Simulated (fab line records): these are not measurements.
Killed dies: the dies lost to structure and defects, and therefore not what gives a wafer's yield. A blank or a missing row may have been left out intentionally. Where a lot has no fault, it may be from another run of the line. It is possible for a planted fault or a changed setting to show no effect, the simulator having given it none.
Chamber matching -- flow gf180mcu -- GF_CONTACT_CMP_27 on cmp-02 has 4 sister chambers
The step polishes, stops on SiO2, t overpolish 15 s, target thk 0 nm. 8 wafers are shown with their chamber, then 7 later ones without.

WAFERS WITH THEIR CHAMBER
wafer,chamber,motor-current-A (A),overpolish-run-s (s)
L599.4,0,10.1,15.004
L600.4,3,11.6,15.007
L600.6,2,10.1,15.003
L611.2,0,11.3,15.016
L611.3,2,10.9,14.980
L611.4,3,11.3,14.997
L613.4,1,8.8,14.995
L613.5,1,9.0,15.010

WAFERS WITH NO CHAMBER GIVEN
wafer,motor-current-A (A),overpolish-run-s (s)
L613.6,11.2,14.984
L614.2,11.6,14.999
L614.4,8.5,14.999
L614.6,11.6,14.998
L617.1,10.6,14.996
L617.2,11.4,15.007
L617.6,11.8,15.004

EACH ONE'S CHAMBER
wafer,from the rows above,in truth
L613.6,can't be placed: 2 or 3 or 0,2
L614.2,can't be placed: 3 or 0 or 2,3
L614.4,1,1
L614.6,can't be placed: 3 or 0 or 2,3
L617.1,can't be placed: 2 or 0 or 3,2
L617.2,can't be placed: 3 or 0 or 2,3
L617.6,can't be placed: 3 or 0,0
1 of 7 placed correctly. From these rows, 6 cannot be placed; in 6 the true chamber is one of the candidates. 0 placed wrongly.
How it was worked out, from the rows above alone: a wafer's distance from a chamber is the root of the sum, over the readings, of the square of ((its reading less the chamber's mean) divided by the reading's scatter). The wafer belongs to the nearest chamber; if the next one is less than 2 further off, it can't be placed. A chamber's mean is the mean of its shown wafers. The scatter: the root of (the sum of the squares of (reading less its chamber's mean) over the shown wafers, divided by (wafers less chambers)).
